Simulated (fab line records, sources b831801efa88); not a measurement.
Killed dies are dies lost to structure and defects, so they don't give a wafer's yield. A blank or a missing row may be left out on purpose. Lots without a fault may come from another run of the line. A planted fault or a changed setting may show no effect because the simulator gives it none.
Which tool did it? | flow sky130 | 10 lots, 30 wafers sampled, at 1 step of a route of 708

WHAT THE GAUGES READ, wafer by wafer
SKY_VIA1_OVL_MEAS_13.
lot  | measured     | on         | VIA1_OVL (nm)
L166 | day 34 00:14 | overlay-01 | -5 0 3
L167 | day 34 07:23 | overlay-02 | -7 -12 -1
L170 | day 36 01:56 | overlay-01 | -4 -9 -2
L175 | day 38 00:57 | overlay-01 | 1 -4 -4
L176 | day 38 05:32 | overlay-01 | -1 2 -4
L180 | day 38 10:54 | overlay-02 | -9 -6 -6
L183 | day 39 09:17 | overlay-01 | -4 0 -1
L184 | day 40 01:20 | overlay-01 | -2 1 7
L186 | day 40 02:06 | overlay-02 | 2 3 -4
L187 | day 40 14:56 | overlay-02 | 1 4 -10

WHICH TOOL RAN EACH LOT (tool, then ch and the chambers of the sampled wafers, then the start)
The record holds no process step before these readings.

THE ANSWER, worked out from the rows above alone
Rule: what is usual is taken from the lots themselves. Put in order of their means at a reading, lots are off if they are a third of the lots or fewer, leave a main group of 4 or more, and stand apart from it by a gap of 3 or more times the standard deviation of the main group's means; of several such gaps the widest counts. A main group whose means are all the same, to the digits that the tables above print for the reading, isn't used. A lot without any number at a reading at which 4 lots or more have one is off too. The other lots that the step has rows for count as sound.
No lot is off at any reading shown: from this, nothing can be told.

WHAT THE SIMULATOR HAD PUT IN
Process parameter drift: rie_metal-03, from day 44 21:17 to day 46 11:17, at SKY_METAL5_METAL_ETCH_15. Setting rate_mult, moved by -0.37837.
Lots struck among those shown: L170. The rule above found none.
